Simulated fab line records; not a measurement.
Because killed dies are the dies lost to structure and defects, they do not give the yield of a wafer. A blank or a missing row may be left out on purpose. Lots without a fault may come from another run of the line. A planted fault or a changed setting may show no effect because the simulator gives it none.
Matching of chambers	flow gf180mcu	cmp-02 running GF_V1_CMP_26: 4 sister chambers
The step polishes, stops on SiO2, t overpolish 15 s, target thk 0 nm. 16 wafers are shown with their chamber, then 8 later ones without.

== WAFERS PAIRED WITH THEIR CHAMBERS ==
wafer	chamber	motorCurrentA (A)	timeToEndpointS (s)	overpolishRunS (s)
L306.1	3	11.2	77	14.995
L306.5	1	12.3	81	14.983
L306.6	0	10.4	77	14.986
L307.2	0	9.9	77	15.007
L307.4	2	10.6	82	14.995
L307.5	0	10.4	80	14.990
L310.1	1	13.0	87	14.977
L310.2	3	11.5	82	15.009
L310.3	2	10.8	88	15.011
L322.2	3	12.0	72	14.996
L322.5	1	13.0	83	15.002
L322.6	2	11.1	81	15.000
L324.1	2	11.3	83	14.998
L324.3	3	11.3	80	14.988
L324.6	2	10.4	87	14.996
L327.2	0	10.4	79	14.987

SIGNATURES, as means of the wafers listed above
reading	chamber 0	chamber 1	chamber 2	chamber 3	scatter within a chamber
motorCurrentA	10.275	12.767	10.840	11.500	0.345
timeToEndpointS	78.25	83.67	84.20	77.75	3.17
overpolishRunS	14.99250	14.98733	15.00000	14.99700	0.00925
Rule: a wafer lies at a distance from a chamber equal to the root of the sum of squares, over the readings, of (its reading less the chamber's mean, divided by the reading's scatter). The wafer belongs to the nearest chamber; if the next one is less than 2 further off, it can't be placed. How the scatter is found: for the shown wafers, subtract from each reading the mean of its chamber, square and add these, divide the total by (wafers less chambers), then take the root.

== WAFERS WITH NO CHAMBER GIVEN ==
wafer	motorCurrentA (A)	timeToEndpointS (s)	overpolishRunS (s)
L327.3	11.1	85	14.990
L327.4	11.3	78	14.998
L328.2	11.8	80	14.998
L328.4	11.1	85	14.994
L328.6	11.0	77	15.001
L329.2	10.9	86	15.001
L329.5	11.0	84	14.994
L329.6	11.4	78	14.992

== WHICH CHAMBER EACH ONE RAN IN ==
wafer	from the rows above	in truth
L327.3	can't be placed: 2 or 3 or 0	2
L327.4	can't be placed: 3 or 2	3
L328.2	can't be placed: 3 or 2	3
L328.4	can't be placed: 2 or 3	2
L328.6	can't be placed: 3 or 2 or 0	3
L329.2	2	2
L329.5	can't be placed: 2 or 3 or 0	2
L329.6	3	3
Correct placement for 2 of the 8. From these rows, 6 cannot be placed; in 6 the true chamber is one of the candidates. Wrongly placed: 0.
